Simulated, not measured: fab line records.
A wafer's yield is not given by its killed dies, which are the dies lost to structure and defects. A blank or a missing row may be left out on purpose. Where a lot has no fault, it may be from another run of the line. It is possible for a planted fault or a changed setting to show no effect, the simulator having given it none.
A struck lot beside a sound one || flow sky130 || 44 steps out of a route of 708
Sound: the wafers L718.4, L718.5, L718.6. Struck: wafers L732.4, L732.6 (left out: L732.1, a lot-mate that was not struck); the cause follows at the end.
Order at every step that has rows: each side's tool, ch and its chambers, its first start. Under that, the readings that differ: sound wafers || struck wafers || difference of the means || sigmas: that difference in standard deviations of wafers without a fault.
alike: same words and numbers on both sides, and readings whose means sit less than 2 such deviations apart. not compared: any withheld reading, any reading some wafer has no value for, any bound like >300 that may hide the same value, and any number with overlapping values for which the record gives no deviation.
A row with sigmas, a row that says differs or no value, or rows on one side alone: a step with any of these is where the two part. Numbers that have no deviation but don't overlap get no sigmas and don't part them. A reading that every wafer of one side lacks parts them only if that side has two wafers or more.

SKY_VIA2_SPUTTER_20: material TiN, target thk 20 nm, time 80 s.
  struck on pvd sputter-02, day 41 14:04; sound on pvd sputter-01, day 37 06:56
  alike: throttle valve pct
then, 1 step without rows for these wafers: SKY_VIA2_CVD_21 (deposits W, target thk 420 nm, time 126.4 s).
SKY_VIA2_RS_MEAS_22: measures by four-point-probe.
  struck on film metro-03, day 41 14:15; sound on film metro-02, day 37 07:11
  alike: VIA2_W_RS
SKY_VIA2_THK_MEAS_23: measures by xrf.
  struck on film metro-03, day 41 14:22; sound on film metro-02, day 37 07:17
  alike: VIA2_W_THK
SKY_VIA2_CMP_24: polishes, stops on SiO2, t overpolish 20 s, target thk 0 nm.
  sound on cmp-01 ch 0,1,3, day 37 07:28; struck on cmp-01 ch 0,3, day 41 14:32
  alike: motor current A, overpolish run s, time to endpoint s
SKY_METAL3_SPUTTER_00: material Ti, target thk 15 nm, time 10 s.
  struck on pvd sputter-04, day 41 14:44; sound on pvd sputter-04, day 37 07:37
  alike: throttle valve pct
then, 4 steps without rows for these wafers: SKY_METAL3_SPUTTER_01 (material TiN, target thk 20 nm, time 16.7 s); SKY_METAL3_SPUTTER_02 (material AlCu, target thk 735 nm, time 39.1 s); SKY_METAL3_SPUTTER_03 (material Ti, target thk 5 nm, time 3.3 s); SKY_METAL3_SPUTTER_04 (material TiN, target thk 70 nm, time 58.3 s).
SKY_CAPM_CVD_00: deposits SiO2, target thk 15.5 nm.
  sound on pecvd-01 ch 0,1,2, day 37 07:46; struck on pecvd-02 ch 1,2, day 41 14:53
  alike: heater power w
SKY_CAPM_THK_MEAS_01:
  struck on film metro-03, day 41 14:55; sound on film metro-03, day 37 07:49
  alike: CAPM_CVD_00_THK
SKY_CAPM_SPUTTER_02: material TiN, target thk 200 nm, time 166.7 s.
  struck on pvd sputter-02, day 41 14:58; sound on pvd sputter-02, day 37 07:50
{"reading": "model.TiN_of_CAPM_SPUTTER_02.thk nm (nm)", "sound": "205 201.6 199.9", "struck": "182.4 182", "difference": -20.0, "sigmas": ""}
  alike: throttle valve pct
SKY_CAPM_RS_MEAS_03: measures by four-point-probe.
  struck on film metro-04, day 41 15:05; sound on film metro-01, day 37 08:01
{"reading": "CAPM_TIN_RS (ohm/sq)", "sound": "6.75 6.85 6.93", "struck": "7.59 7.63", "difference": "+0.77", "sigmas": "+9"}
SKY_CAPM_THK_MEAS_04: measures by xrf.
  struck on film metro-04, day 41 15:12; sound on film metro-01, day 37 08:06
{"reading": "CAPM_TIN_THK (nm)", "sound": "206.2 203.1 201.2", "struck": "181.6 180.9", "difference": -22.2, "sigmas": -8}
then, 7 steps without rows for these wafers: SKY_CAPM_DEHYDRATE_05 (time 60 s); SKY_CAPM_HMDS_06 (prime time 60 s); SKY_CAPM_COAT_07 (resist thk 1140 nm); SKY_CAPM_SOFTBAKE_08 (time 60 s); SKY_CAPM_EXPOSE_09 (exposes mask CAPM, target cd 1000 nm); SKY_CAPM_PEB_10; SKY_CAPM_DEVELOP_11 (develop time 60 s).
SKY_CAPM_OVL_MEAS_12:
  struck on overlay-01, day 42 14:45; sound on overlay-02, day 38 09:37
  alike: CAPM_OVL
SKY_CAPM_METAL_ETCH_13: etches TiN in Cl2/BCl3, stops on SiO2, target depth 220 nm, time 62.9 s.
  sound on rie metal-04 ch 0,1, day 38 09:40; struck on rie metal-01 ch 0, day 42 14:47
{"reading": "oes product au (a.u.)", "sound": "0.951 0.943 0.940", "struck": "0.894 0.886", "difference": -0.055, "sigmas": -7}
{"reading": "throttle valve pct (%)", "sound": "21.907 21.908 21.903", "struck": "21.924 21.938", "difference": "+0.025", "sigmas": "+3"}
  alike: bias w, chamber pressure mTorr, drypump motor current A
  not compared: rf hours counter h
then, 12 steps without rows for these wafers: SKY_CAPM_STRIP_14 (strips in O2/N2); SKY_CAPM_STRIP_15 (strips in post etch residue remover, time 1200 s); SKY_CAPM_CLEAN_16 (cleans in IPA, time 180 s); SKY_CAPM_CLEAN_17 (cleans in O3/DIW); SKY_METAL3_DEHYDRATE_05 (time 60 s); SKY_METAL3_HMDS_06 (prime time 60 s); SKY_METAL3_COAT_07 (resist thk 60 nm); SKY_METAL3_COAT_08 (resist thk 1140 nm); SKY_METAL3_SOFTBAKE_09 (time 90 s); SKY_METAL3_EXPOSE_10 (exposes mask MM3, target cd 300 nm); SKY_METAL3_PEB_11; SKY_METAL3_DEVELOP_12 (develop time 60 s).
SKY_METAL3_CD_MEAS_13: target cd 300 nm.
  struck on cd sem-02, day 43 15:17; sound on cd sem-01, day 39 11:37
  alike: cd nm
SKY_METAL3_OVL_MEAS_14:
  struck on overlay-01, day 43 15:24; sound on overlay-02, day 39 11:41
  alike: METAL3_OVL
SKY_METAL3_DESCUM_15: chemistry O2, time 8 s.
  sound on rie metal-02 ch 0,1, day 39 11:43; struck on rie metal-01 ch 0, day 43 15:26
  alike: chamber pressure mTorr, drypump motor current A, oes product au
  not compared: rf hours counter h
then, 3 steps without rows for these wafers: SKY_METAL3_ETCH_16 (etches BARC in N2/H2, stops on SiO2, time 88.2 s, target depth 60 nm); SKY_METAL3_ETCH_17 (etches SiO2 in C4F8/O2/Ar, stops on TiN, time 3.9 s, target depth 15 nm); SKY_METAL3_METAL_ETCH_18 (etches the open film in Cl2/BCl3, stops on SiO2, target depth 845 nm, time 183.1 s).
SKY_METAL3_STRIP_20: strips in post etch residue remover, time 1200 s.
  sound on wet bench-01 ch 1, day 39 12:08; struck on wet bench-01 ch 1, day 43 15:52
{"reading": "model.TiN_of_CAPM_SPUTTER_02.thk nm (nm)", "sound": "204.2 200.7 199.1", "struck": "181.5 181.2", "difference": -20.0, "sigmas": ""}
-- the record jumps here: 6 days lie between the struck wafers' starts before and after (it left off in module METAL3 and takes up again in module PAD_OPEN, whose first step shown is number 708 of the route) --
SKY_PAD_OPEN_PROBE_99:
  struck on prober-01, day 50 02:35; sound on prober-01, day 46 16:45
{"reading": "model.etest.cap mim.plate ohm sq", "sound": "5.795 5.935 5.977", "struck": "6.531 6.536", "difference": "+0.631", "sigmas": ""}
  alike: defect limited yield, killed_at_M0_to_M3, killed_at_M4_up, killed at contacts, killed at front end, killed at other, killed dies, killed open, killed short, sort_bin_3_pad_short, sort_bin_5_function, sort_bin_6_memory, sort n pass, sort yield pct

## WHERE THEY PART
Earliest at SKY_CAPM_RS_MEAS_03; latest, in this record, at SKY_CAPM_METAL_ETCH_13. Later steps at which nothing parts them and some readings are alike: SKY_METAL3_CD_MEAS_13, SKY_METAL3_OVL_MEAS_14, SKY_METAL3_DESCUM_15, SKY_PAD_OPEN_PROBE_99.

WHY: what the simulator had put in
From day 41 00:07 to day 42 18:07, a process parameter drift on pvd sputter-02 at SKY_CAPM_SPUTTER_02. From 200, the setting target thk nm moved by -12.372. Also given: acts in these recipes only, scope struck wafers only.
